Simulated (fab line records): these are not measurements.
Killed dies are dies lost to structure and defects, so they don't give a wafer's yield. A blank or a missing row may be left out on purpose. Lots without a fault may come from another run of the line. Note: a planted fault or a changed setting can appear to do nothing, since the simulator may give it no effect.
A lot that was struck, set against a sound lot / flow sky130 / 14 out of 708 route steps
Sound: the wafers L450.4, L450.5, L450.6. The struck wafers were L442.2, L442.4, L442.6. Last of all comes the cause.
For every step that has rows: the tool of each side, followed by ch and its chambers, followed by its first start. Under that, the readings that differ: sound wafers / struck wafers / difference of the means / sigmas: that difference in standard deviations of wafers without a fault.
alike: a reading whose means differ by less than 2 such deviations, as well as words and numbers matching on both sides. not compared: withheld readings; readings where some wafer has no value; bounds like >300 that might hide an equal value; numbers whose values overlap and for which the record gives no deviation.
The two part at a step that has a row with sigmas, a row that says differs or no value, or rows on one side only. Numbers that have no deviation but don't overlap get no sigmas and don't part them. A reading missing from all wafers of one side parts the sides only when that side holds two or more wafers.

first, 1 step without rows for these wafers: SKY_VIA3_ETCH_14 (etches BARC in N2/H2, stops on SiO2, time 45.9 s, target depth 60 nm).
SKY_VIA3_ETCH_15: etches SiO2 in C4F8/O2/Ar, stops on TiN, target depth 507 nm, time 78 s.
  sound on rie-diel-02 ch 1,2, day 45 06:30; struck on rie-diel-04 ch 0,2, day 42 09:15
  alike: oes-product-au
SKY_VIA3_STRIP_16: strips in O2/N2.
  sound on plasma-asher-03 ch 0,1, day 45 06:36; struck on plasma-asher-03 ch 0,1, day 42 09:19
  alike: drypump-motor-current-A, n2-flow-sccm, oes-product-au, strip-time-to-endpoint-s
  not compared: rf-hours-counter-h
then, 3 steps without rows for these wafers: SKY_VIA3_STRIP_17 (strips in post etch residue remover, time 1200 s); SKY_VIA3_CLEAN_18 (cleans in IPA, time 180 s); SKY_VIA3_CLEAN_19 (cleans in O3/DIW).
SKY_VIA3_SPUTTER_20: material TiN, target thk 20 nm, time 80 s.
  struck on pvd-sputter-04, day 42 09:55; sound on pvd-sputter-02, day 45 07:09
  alike: cathode-dc-power-W, chamber-pressure-pa, throttle-valve-pct
SKY_VIA3_CVD_21: deposits W, target thk 390 nm, time 117.31 s.
  sound on cvd-w-02 ch 0,1, day 45 07:16; struck on cvd-w-01 ch 0,1, day 42 09:58
  alike: heater-power-outer-w, heater-power-w
SKY_VIA3_RS_MEAS_22: the measuring method here is four-point-probe.
  struck on film-metro-03, day 42 10:07; sound on film-metro-04, day 45 07:24
  alike: VIA3_W_RS
SKY_VIA3_THK_MEAS_23: measures by xrf.
  struck on film-metro-03, day 42 10:13; sound on film-metro-04, day 45 07:29
  alike: VIA3_W_THK
then, 2 steps without rows for these wafers: SKY_VIA3_CMP_24 (polishes, stops on SiO2, t overpolish 20 s, target thk 0 nm); SKY_METAL4_SPUTTER_00 (material Ti, target thk 15 nm, time 10 s).
SKY_METAL4_SPUTTER_01: material TiN, target thk 20 nm, time 16.7 s.
  struck on pvd-sputter-01, day 42 10:35; sound on pvd-sputter-03, day 45 07:50
  no value came back on the struck wafers for cathode-dc-power-W (W), chamber-pressure-pa (Pa), throttle-valve-pct (%); on the sound wafers cathode-dc-power-W (W) reads 6499.1 6498.8 6502.1
SKY_METAL4_SPUTTER_02: material AlCu, target thk 735 nm, time 39.1 s.
  struck on pvd-sputter-01, day 42 10:37; sound on pvd-sputter-03, day 45 07:52
  alike: cathode-dc-power-W, chamber-pressure-pa, throttle-valve-pct

WHERE THEY PART
Only at SKY_METAL4_SPUTTER_01, within this record. Later steps at which nothing parts them and some readings are alike: SKY_METAL4_SPUTTER_02.

WHY: whatever the simulator had introduced
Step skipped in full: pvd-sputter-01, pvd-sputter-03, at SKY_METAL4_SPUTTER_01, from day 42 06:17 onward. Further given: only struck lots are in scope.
